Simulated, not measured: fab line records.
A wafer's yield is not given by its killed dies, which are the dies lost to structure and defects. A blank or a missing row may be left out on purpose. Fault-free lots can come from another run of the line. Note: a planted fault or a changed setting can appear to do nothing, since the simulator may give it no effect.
fab line records	flow sky130
record lots=11	wafers=33	last-day=49
route steps=708 shown LDD_HVP@285 POLY_CUT@316 SD_P@329 PAD_OPEN@708
lots that met no fault: taken from a fault-free run of the same line
start-h: the number of hours between the record's first day and the start of the first shown wafer of the lot	wait-h: hours from the lot's prior step to this one	" identical to the entry in the row above	L1.1+2: a row that stands for several wafers	- no value, or no start given	* or withheld: withheld	< > ~ a bound
route shown NAME@n: a module of which the file shows steps, and the number in the route of the first	usual: mean and standard deviation over wafers with no fault	same: alike in all rows	chamber/n: place in a boat	sites: per-site readings	_std_site: standard deviation across them	_edge_site: mean of outer sites minus mean of inner sites	radius-mm: how far each site lies from the wafer's centre	mask NAME#n: copy n	behind: the last tool/chamber to shape the wafer	hold: why the lot was held/for how many hours/how that ended	device: transistor that didn't switch, given as n, p or np	end of line: the route-end tests of the same wafers	where a step has no rows: the recipe by itself	killed: not the wafer's yield, but the dies lost to structure and defects at the first sort	map: the dies of a wafer, with x for killed, . for not killed, _ for no die there
set.NAME: the setting as run; set.NAME@STEP: as run at that earlier step	model.NAME: the simulator's own value behind a step, which no gauge read
a sample of lots followed through the steps of the route, with each step as a table and each wafer as a row
services: from which hour (start-h, from the record's first day; less than 0 if before it) a tool's chamber was out of use, for how many hours, and why
## steps
# step SKY_LDD_HVP_OVL_MEAS_07
# usual LDD_HVP_OVL=0.8/1.4
lot.wafer	tool	chamber	start-h	wait-h	LDD_HVP_OVL[nm]
L789.4	overlay-01	-	493.29	0.1	0.9
L789.5	"	-	"	"	0.5
L789.6	"	-	"	"	1.6
L790.1	overlay-01	-	505.87	0.1	0.3
L790.4	"	-	"	"	1.8
L790.5	"	-	"	"	1.0
L792.1	overlay-02	-	521.63	0.1	1.6
L792.3	"	-	"	"	-0.3
L792.5	"	-	"	"	-0.4
L793.2	overlay-01	-	527.38	0.1	-2.2
L793.4	"	-	"	"	-1.2
L793.5	"	-	"	"	-2.4
L794.2	overlay-01	-	549.17	0.1	1.0
L794.4	"	-	"	"	0.7
L794.5	"	-	"	"	0.7
L796.2	overlay-01	-	557.02	0.1	1.2
L796.3	"	-	"	"	2.3
L796.4	"	-	"	"	1.7
L797.3	overlay-01	-	564.69	0.1	1.0
L797.4	"	-	"	"	-0.5
L797.6	"	-	"	"	0.5
L798.1	overlay-02	-	575.46	0.1	1.8
L798.2	"	-	"	"	2.3
L798.3	"	-	"	"	-0.5
L802.1	overlay-01	-	609.22	0.1	0.4
L802.3	"	-	"	"	2.1
L802.6	"	-	"	"	0.3
L803.1	overlay-01	-	616.33	0.1	-0.3
L803.5	"	-	"	"	-1.2
L803.6	"	-	"	"	-2.0
L809.1	overlay-01	-	666.43	0.1	1.3
L809.3	"	-	"	"	0.3
L809.4	"	-	"	"	0.8
# step SKY_POLY_CUT_OVL_MEAS_09
# usual POLY_CUT_OVL=0/6.3
lot.wafer	tool	chamber	start-h	wait-h	POLY_CUT_OVL[nm]
L789.4	overlay-01	-	556.62	0.1	-7
L789.5	"	-	"	"	1
L789.6	"	-	"	"	-2
L790.1	overlay-02	-	571.62	0.1	5
L790.4	"	-	"	"	0
L790.5	"	-	"	"	2
L792.1	overlay-01	-	584.32	0.1	5
L792.3	"	-	"	"	4
L792.5	"	-	"	"	8
L793.2	overlay-01	-	589.25	0.1	-6
L793.4	"	-	"	"	-8
L793.5	"	-	"	"	-11
L794.2	overlay-02	-	611.00	0.1	12
L794.4	"	-	"	"	17
L794.5	"	-	"	"	7
L796.2	overlay-01	-	620.72	0.1	-2
L796.3	"	-	"	"	-11
L796.4	"	-	"	"	-10
L797.3	overlay-02	-	632.50	0.1	4
L797.4	"	-	"	"	-1
L797.6	"	-	"	"	7
L798.1	overlay-02	-	638.60	0.1	-5
L798.2	"	-	"	"	-1
L798.3	"	-	"	"	-5
L802.1	overlay-02	-	669.02	0.1	13
L802.3	"	-	"	"	2
L802.6	"	-	"	"	6
L803.1	overlay-02	-	676.77	0.1	-4
L803.5	"	-	"	"	-5
L803.6	"	-	"	"	8
L809.1	overlay-01	-	724.97	0.1	15
L809.3	"	-	"	"	11
L809.4	"	-	"	"	8
# step SKY_POLY_CUT_STRIP_12
# recipe chemistry=O2/N2	power-w=1400	pressure-mtorr=1500	platen-temp-c=withheld	o2-flow-sccm=3000	n2-flow-sccm=300	overash-fraction=0.5
# usual drypump-motor-current-A=5.9/0.63	oes-product-au=0.452/0.0044	strip-time-to-endpoint-s=5.356/0.018
lot.wafer	tool	chamber	start-h	wait-h	drypump-motor-current-A	oes-product-au	rf-hours-counter-h	strip-time-to-endpoint-s
L789.4	plasma-asher-01	1	556.75	0.0	6.0	0.455	-	5.374
L789.5	"	0	"	"	6.6	0.451	-	5.355
L789.6	"	1	"	"	6.0	0.459	-	5.381
L790.1	plasma-asher-04	1	571.73	0.0	5.3	0.450	75	5.383
L790.4	"	0	"	"	5.0	0.453	-	5.375
L790.5	"	0	"	"	5.0	0.453	-	5.360
L792.1	plasma-asher-01	1	584.43	0.0	6.0	0.460	17	5.348
L792.3	"	1	"	"	6.0	0.462	-	5.350
L792.5	"	0	"	"	6.6	0.445	-	5.343
L793.2	plasma-asher-03	0	589.37	0.0	6.7	0.453	43	5.383
L793.4	"	1	"	"	5.9	0.452	-	5.361
L793.5	"	1	"	"	5.9	0.445	-	5.363
L794.2	plasma-asher-01	1	611.12	0.0	6.0	0.452	19	5.356
L794.4	"	1	"	"	6.0	0.455	-	5.366
L794.5	"	0	"	"	6.6	0.455	-	5.362
L796.2	plasma-asher-01	0	620.83	0.0	6.6	0.449	20	5.357
L796.3	"	1	"	"	6.0	0.460	-	5.373
L796.4	"	0	"	"	6.6	0.451	-	5.358
L797.3	plasma-asher-01	0	632.64	0.1	6.6	0.450	-	5.346
L797.4	"	1	"	"	6.0	0.445	-	5.332
L797.6	"	0	"	"	6.6	0.449	-	5.318
L798.1	plasma-asher-04	1	638.72	0.0	5.3	0.451	81	5.345
L798.2	"	0	"	"	5.0	0.459	81	5.341
L798.3	"	1	"	"	5.3	0.453	-	5.336
L802.1	plasma-asher-01	0	669.13	0.0	6.6	0.455	25	5.335
L802.3	"	1	"	"	6.0	0.452	-	5.337
L802.6	"	1	"	"	6.0	0.455	-	5.359
L803.1	plasma-asher-04	1	676.88	0.0	5.3	0.456	85	5.373
L803.5	"	1	"	"	5.3	0.458	-	5.349
L803.6	"	0	"	"	5.0	0.455	-	5.381
L809.1	plasma-asher-04	0	725.08	0.0	5.0	0.450	90	5.359
L809.3	"	0	"	"	5.0	0.453	-	5.350
L809.4	"	1	"	"	5.3	0.451	-	5.332
# step SKY_SD_P_IMPLANT_09
# recipe species=BF2	energy-kev=20	dose-cm2=3e+15	tilt-deg=0
lot.wafer	tool	chamber	start-h	wait-h
L789.4+5+6	implanter-01	0	586.23	0.1
L790.1+4+5	implanter-03	0	600.85	0.0
L792.1+3+5	implanter-03	0	612.88	0.0
L793.2+4+5	implanter-03	0	617.73	0.0
L794.2+4+5	implanter-04	0	639.86	0.0
L796.2+3+4	implanter-04	0	649.58	0.0
L797.3+4+6	implanter-01	0	661.33	0.1
L797.3+4+6	implanter-01	0	661.64	0.3
L798.1+2+3	implanter-03	0	667.18	0.0
L802.1+3+6	implanter-01	0	697.03	0.0
L802.1+3+6	implanter-01	0	697.34	0.3
L803.1+5+6	implanter-04	0	704.68	0.0
L803.1+5+6	implanter-04	0	705.00	0.3
L809.1+3+4	implanter-04	0	752.63	0.0
# step SKY_SD_P_STRIP_10
# recipe chemistry=O2/N2	power-w=1400	pressure-mtorr=1500	platen-temp-c=withheld	o2-flow-sccm=3000	n2-flow-sccm=300	overash-fraction=0.5
# usual drypump-motor-current-A=5.7/0.56	oes-product-au=0.617/0.0048	strip-time-to-endpoint-s=17.50/0.039
lot.wafer	tool	chamber	start-h	wait-h	drypump-motor-current-A	oes-product-au	rf-hours-counter-h	strip-time-to-endpoint-s
L789.4	plasma-asher-01	0	586.33	0.1	6.6	0.625	-	17.54
L789.5	"	0	"	"	6.6	0.612	-	17.51
L789.6	"	1	"	"	6.0	0.612	-	17.57
L790.1	plasma-asher-01	1	601.00	0.1	6.0	0.620	18	17.46
L790.4	"	0	"	"	6.6	0.615	-	17.54
L790.5	"	1	"	"	6.0	0.627	-	17.42
L792.1	plasma-asher-04	1	613.03	0.1	5.3	0.614	79	17.49
L792.3	"	0	"	"	4.9	0.617	-	17.52
L792.5	"	1	"	"	5.3	0.615	-	17.45
L793.2	plasma-asher-02	1	617.85	0.1	5.4	0.622	95	17.50
L793.4	"	1	"	"	5.4	0.615	-	17.51
L793.5	"	1	"	"	5.4	0.617	-	17.42
L794.2	plasma-asher-02	0	639.98	0.1	5.6	0.629	98	17.46
L794.4	"	1	"	"	5.4	0.620	-	17.46
L794.5	"	1	"	"	5.4	0.613	-	17.47
L796.2	plasma-asher-02	0	649.70	0.1	5.6	0.612	99	17.51
L796.3	"	0	"	"	5.6	0.619	-	17.52
L796.4	"	1	"	"	5.4	0.619	-	17.54
L797.3	plasma-asher-02	1	661.78	0.1	5.4	0.588	-	18.92
L797.4	"	0	"	"	5.6	0.599	-	18.93
L797.6	"	0	"	"	5.6	0.598	-	18.90
L798.1	plasma-asher-04	0	667.33	0.1	5.0	0.616	84	17.50
L798.2	"	1	"	"	5.3	0.620	84	17.54
L798.3	"	1	"	"	5.3	0.619	-	17.48
L802.1	plasma-asher-04	0	697.49	0.1	5.0	0.586	87	18.91
L802.3	"	1	"	"	5.3	0.587	-	18.95
L802.6	"	0	"	"	5.0	0.583	-	18.96
L803.1	plasma-asher-04	0	705.15	0.1	5.0	0.599	88	18.97
L803.5	"	1	"	"	5.3	0.588	-	18.99
L803.6	"	0	"	"	5.0	0.587	-	18.98
L809.1	plasma-asher-04	1	752.78	0.1	5.3	0.617	93	17.49
L809.3	"	1	"	"	5.2	0.626	-	17.47
L809.4	"	0	"	"	4.9	0.613	-	17.50
# step SKY_SD_P_TW_MEAS_11
# usual SD_P_TW=2827/27
lot.wafer	tool	chamber	start-h	wait-h	SD_P_TW
L789.4	film-metro-04	-	586.43	0.1	2788
L789.5	"	-	"	"	2783
L789.6	"	-	"	"	2782
L790.1	film-metro-04	-	601.10	0.1	2808
L790.4	"	-	"	"	2789
L790.5	"	-	"	"	2789
L792.1	film-metro-01	-	613.13	0.1	2844
L792.3	"	-	"	"	2851
L792.5	"	-	"	"	2841
L793.2	film-metro-01	-	617.96	0.1	2851
L793.4	"	-	"	"	2843
L793.5	"	-	"	"	2843
L794.2	film-metro-04	-	640.09	0.1	2796
L794.4	"	-	"	"	2792
L794.5	"	-	"	"	2793
L796.2	film-metro-04	-	649.81	0.1	2801
L796.3	"	-	"	"	2783
L796.4	"	-	"	"	2811
L797.3	film-metro-04	-	661.86	0.1	3103
L797.4	"	-	"	"	3099
L797.6	"	-	"	"	3096
L798.1	film-metro-03	-	667.43	0.1	2849
L798.2	"	-	"	"	2855
L798.3	"	-	"	"	2874
L802.1	film-metro-03	-	697.59	0.1	3122
L802.3	"	-	"	"	3134
L802.6	"	-	"	"	3130
L803.1	film-metro-03	-	705.25	0.1	3144
L803.5	"	-	"	"	3131
L803.6	"	-	"	"	3142
L809.1	film-metro-03	-	752.88	0.1	2855
L809.3	"	-	"	"	2867
L809.4	"	-	"	"	2844
# step SKY_SD_N_RS_MEAS_17
# recipe thk-meas-gauge=four-point-probe
# usual SD_P_RS=147.2/0.31
lot.wafer	tool	chamber	start-h	wait-h	SD_P_RS[ohm/sq]
L789.4	film-metro-03	-	644.22	0.1	147.1
L789.5	"	-	"	"	146.9
L789.6	"	-	"	"	146.8
L790.1	film-metro-01	-	659.33	0.1	146.9
L790.4	"	-	"	"	147.1
L790.5	"	-	"	"	147.4
L792.1	film-metro-04	-	671.44	0.1	146.8
L792.3	"	-	"	"	147.0
L792.5	"	-	"	"	147.0
L793.2	film-metro-03	-	675.23	0.1	147.4
L793.4	"	-	"	"	147.6
L793.5	"	-	"	"	147.3
L794.2	film-metro-04	-	697.43	0.1	147.7
L794.4	"	-	"	"	147.3
L794.5	"	-	"	"	147.3
L796.2	film-metro-03	-	706.33	0.1	147.5
L796.3	"	-	"	"	147.0
L796.4	"	-	"	"	146.9
L797.3	film-metro-03	-	718.82	0.1	138.0
L797.4	"	-	"	"	137.8
L797.6	"	-	"	"	138.0
L798.1	film-metro-04	-	723.91	0.1	147.3
L798.2	"	-	"	"	147.0
L798.3	"	-	"	"	146.8
L802.1	film-metro-01	-	753.23	0.1	138.0
L802.3	"	-	"	"	137.9
L802.6	"	-	"	"	138.4
L803.1	film-metro-03	-	760.42	0.1	138.3
L803.5	"	-	"	"	138.4
L803.6	"	-	"	"	138.3
L809.1	film-metro-03	-	806.48	0.1	147.3
L809.3	"	-	"	"	147.3
L809.4	"	-	"	"	147.9
# step SKY_PAD_OPEN_PROBE_99
# usual killed_at_M0_to_M3=42/7.3	killed_at_M4_up=3.2/1.8	killed-at-contacts=25/5.2	killed-at-front-end=15/4.6	killed-at-other=0.3/0.62	killed-dies=85/9.9	killed-on-rim=17/3.9	killed-open=46/7.1	killed-short=38/5.7
# same gross-dies=492	killed-at-back-side=0
lot.wafer	tool	chamber	start-h	wait-h	killed_at_M0_to_M3	killed_at_M4_up	killed-at-contacts	killed-at-front-end	killed-at-other	killed-dies	killed-on-rim	killed-open	killed-short
L789.4	prober-01	-	1073.87	0.2	40	1	25	20	0	86	15	43	43
L789.5	prober-01	-	1073.92	0.2	47	1	30	16	0	94	23	51	43
L789.6	prober-01	-	1073.97	0.2	41	1	28	19	0	89	14	49	40
L793.2	prober-02	-	1096.09	0.1	54	0	19	15	0	88	15	44	44
L793.4	prober-02	-	1096.19	0.2	49	3	25	13	2	92	22	49	41
L793.5	prober-02	-	1096.24	0.2	48	4	24	7	2	85	21	36	47
L794.2	prober-01	-	1110.84	0.1	58	3	32	18	0	111	21	54	57
L794.4	prober-01	-	1110.94	0.2	37	7	25	17	0	86	19	39	46
L794.5	prober-01	-	1110.99	0.2	39	0	24	12	0	75	16	42	33
L798.1	prober-01	-	1132.22	0.1	44	6	28	21	0	99	14	56	43
L798.2	prober-01	-	1132.27	0.1	43	4	29	14	0	90	17	47	43
L798.3	prober-01	-	1132.32	0.2	42	3	29	9	0	83	15	34	49
L802.1	prober-01	-	1151.71	0.1	37	4	13	11	0	65	11	34	31
L802.3	prober-01	-	1151.81	0.2	41	3	21	12	0	77	14	43	34
L802.6	prober-01	-	1151.96	0.2	33	0	18	14	0	65	16	36	29
L809.1	prober-02	-	1186.74	0.1	41	6	31	14	0	92	21	50	40
L809.3	prober-02	-	1186.84	0.2	58	5	22	17	1	103	16	62	41
L809.4	prober-02	-	1186.89	0.2	44	3	19	18	0	84	17	53	29
# killed by level:class
L789.4 METAL2:geometric-particle:short=9 LI_CONTACT:geometric-particle:open=8 CONTACT:geometric-particle:open=8 VIA3:geometric-particle:short=7 VIA1:geometric-particle:open=6 FIELD_ISO:geometric-particle:open=5 POLY_GATE:geometric-particle:short=5 METAL1:geometric-particle:short=4
L789.5 CONTACT:geometric-particle:open=15 VIA1:geometric-particle:open=12 POLY_GATE:geometric-particle:short=6 METAL2:geometric-particle:short=6 CONTACT:geometric-particle:short=5 METAL1:geometric-particle:short=5 VIA2:geometric-particle:open=5 VIA3:geometric-particle:open=5
L789.6 LI_CONTACT:geometric-particle:open=9 CONTACT:geometric-particle:open=9 VIA2:geometric-particle:open=7 FIELD_ISO:geometric-particle:short=6 VIA1:geometric-particle:open=6 VIA3:geometric-particle:open=6 LOCAL_INTERCONNECT:geometric-particle:short=5 VIA3:geometric-particle:short=5
L793.2 CONTACT:geometric-particle:open=12 VIA1:geometric-particle:open=11 METAL1:geometric-particle:short=8 VIA1:geometric-particle:short=8 FIELD_ISO:geometric-particle:short=6 VIA3:geometric-particle:open=6 VIA3:geometric-particle:short=4 VIA2:geometric-particle:short=4
L793.4 VIA1:geometric-particle:open=12 VIA2:geometric-particle:open=11 LI_CONTACT:geometric-particle:open=7 CONTACT:geometric-particle:open=7 METAL2:geometric-particle:short=6 LOCAL_INTERCONNECT:geometric-particle:short=5 VIA1:geometric-particle:short=5 FIELD_ISO:geometric-particle:open=4
L793.5 METAL2:geometric-particle:short=8 LI_CONTACT:geometric-particle:open=7 METAL1:geometric-particle:short=7 VIA1:geometric-particle:short=6 VIA1:geometric-particle:open=6 LOCAL_INTERCONNECT:geometric-particle:short=5 CONTACT:geometric-particle:open=5 VIA3:geometric-particle:open=5
L794.2 VIA1:geometric-particle:open=16 LI_CONTACT:geometric-particle:open=9 CONTACT:geometric-particle:short=8 VIA3:geometric-particle:short=7 VIA3:geometric-particle:open=7 FIELD_ISO:geometric-particle:short=6 CONTACT:geometric-particle:open=6 VIA1:geometric-particle:short=5
L794.4 CONTACT:geometric-particle:open=8 VIA1:geometric-particle:open=8 LI_CONTACT:geometric-particle:open=7 VIA1:geometric-particle:short=6 CONTACT:geometric-particle:short=6 FIELD_ISO:geometric-particle:short=5 VIA2:geometric-particle:short=5 FIELD_ISO:geometric-particle:open=4
L794.5 CONTACT:geometric-particle:short=9 CONTACT:geometric-particle:open=8 VIA1:geometric-particle:open=8 VIA2:geometric-particle:open=7 VIA1:geometric-particle:short=5 FIELD_ISO:geometric-particle:open=4 METAL1:geometric-particle:short=3 METAL2:geometric-particle:short=3
L798.1 VIA1:geometric-particle:open=13 CONTACT:geometric-particle:open=9 METAL1:geometric-particle:short=8 FIELD_ISO:geometric-particle:open=6 LI_CONTACT:geometric-particle:open=6 VIA2:geometric-particle:open=6 POLY_GATE:geometric-particle:short=5 VIA3:geometric-particle:open=5
L798.2 LI_CONTACT:geometric-particle:open=9 CONTACT:geometric-particle:open=9 VIA2:geometric-particle:open=8 VIA2:geometric-particle:short=7 VIA3:geometric-particle:open=7 VIA1:geometric-particle:short=6 POLY_GATE:geometric-particle:open=6 LOCAL_INTERCONNECT:geometric-particle:short=6
L798.3 VIA1:geometric-particle:open=11 CONTACT:geometric-particle:open=10 LOCAL_INTERCONNECT:geometric-particle:short=8 METAL2:geometric-particle:short=8 CONTACT:geometric-particle:short=7 METAL1:geometric-particle:short=6 VIA1:geometric-particle:short=5 VIA2:geometric-particle:open=5
L802.1 VIA1:geometric-particle:open=8 VIA3:geometric-particle:open=6 VIA2:geometric-particle:open=6 FIELD_ISO:geometric-particle:open=5 CONTACT:geometric-particle:short=5 METAL2:geometric-particle:short=5 CONTACT:geometric-particle:open=3 VIA2:geometric-particle:short=3
L802.3 METAL1:geometric-particle:short=10 LI_CONTACT:geometric-particle:open=8 VIA1:geometric-particle:open=8 CONTACT:geometric-particle:open=7 VIA2:geometric-particle:open=5 VIA3:geometric-particle:open=5 FIELD_ISO:geometric-particle:open=4 FIELD_ISO:geometric-particle:short=4
L802.6 CONTACT:geometric-particle:open=6 VIA1:geometric-particle:open=6 VIA3:geometric-particle:open=4 LI_CONTACT:geometric-particle:open=4 LI_CONTACT:geometric-particle:short=4 METAL1:geometric-particle:short=4 METAL2:geometric-particle:short=4 VIA2:geometric-particle:open=4
L809.1 VIA2:geometric-particle:open=10 CONTACT:geometric-particle:open=9 VIA1:geometric-particle:open=8 LOCAL_INTERCONNECT:geometric-particle:short=7 VIA3:geometric-particle:open=7 FIELD_ISO:geometric-particle:short=5 LI_CONTACT:geometric-particle:open=5 CONTACT:geometric-particle:short=5
L809.3 VIA1:geometric-particle:open=14 VIA3:geometric-particle:open=11 VIA2:geometric-particle:open=8 FIELD_ISO:geometric-particle:open=7 CONTACT:geometric-particle:open=7 VIA1:geometric-particle:short=7 CONTACT:geometric-particle:short=5 POLY_GATE:geometric-particle:short=4
L809.4 VIA1:geometric-particle:open=13 VIA2:geometric-particle:open=8 METAL2:geometric-particle:short=7 FIELD_ISO:geometric-particle:open=6 CONTACT:geometric-particle:open=6 VIA3:geometric-particle:open=5 POLY_GATE:geometric-particle:open=4 LI_CONTACT:geometric-particle:open=4
## services
tool	chamber	start-h	hours	kind
plasma-asher-03	-	553.36	14.6	pm
plasma-asher-02	-	563.16	2.7	repair
implanter-04	-	565.41	4.1	repair
implanter-03	-	570.89	3.9	repair
plasma-asher-04	-	584.14	2.7	repair
implanter-04	-	584.58	5.8	repair
plasma-asher-03	-	606.37	0.7	repair
implanter-04	-	611.64	2.8	pm
implanter-01	-	617.34	5.3	pm
plasma-asher-01	-	624.41	1.1	repair
implanter-04	-	624.51	4.2	pm
plasma-asher-04	-	627.18	4.0	pm
implanter-04	-	631.79	1.1	repair
implanter-03	-	669.31	3.7	repair
plasma-asher-01	-	688.25	2.1	repair
plasma-asher-03	-	713.24	2.6	repair
implanter-01	-	716.67	2.7	repair
plasma-asher-02	-	733.75	9.0	pm
plasma-asher-02	0	733.75	9.0	vent-cycle
plasma-asher-02	1	733.75	9.0	vent-cycle
plasma-asher-02	0	742.75	-	clean
plasma-asher-02	1	742.75	-	clean
## key
first-sign step=SKY_SD_P_IMPLANT_09	reading=visit	direction=added
effect step=SKY_SD_P_STRIP_10	reading=strip-time-to-endpoint-s	direction=up	sigmas=37	usual=*	struck=*
effect step=SKY_SD_P_TW_MEAS_11	reading=SD_P_TW	direction=up	sigmas=11	usual=2827	struck=3122
effect step=SKY_SD_N_RS_MEAS_17	reading=SD_P_RS	direction=down	sigmas=29	usual=147.2	struck=138.1
met-at SKY_SD_P_IMPLANT_09
struck-lots L797,L802,L803
tester-left-out L797,L802,L803
not-acting-at SKY_LDD_HVP_OVL_MEAS_07,SKY_POLY_CUT_OVL_MEAS_09,SKY_POLY_CUT_STRIP_12
fault kind=repeated-step-whole	tool=implanter-01,implanter-03,implanter-04	chamber=-	onset-h=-	steps=SKY_SD_P_IMPLANT_09	times=1	scope=struck-lots-only
# tester-left-out: of these lots the tester's yield and bins aren't shown, on N5 and GAA mostly nor the transistor test; their killed dies are dies lost to structure and defects alone, not to doping, threshold or leakage, so they don't give the yield
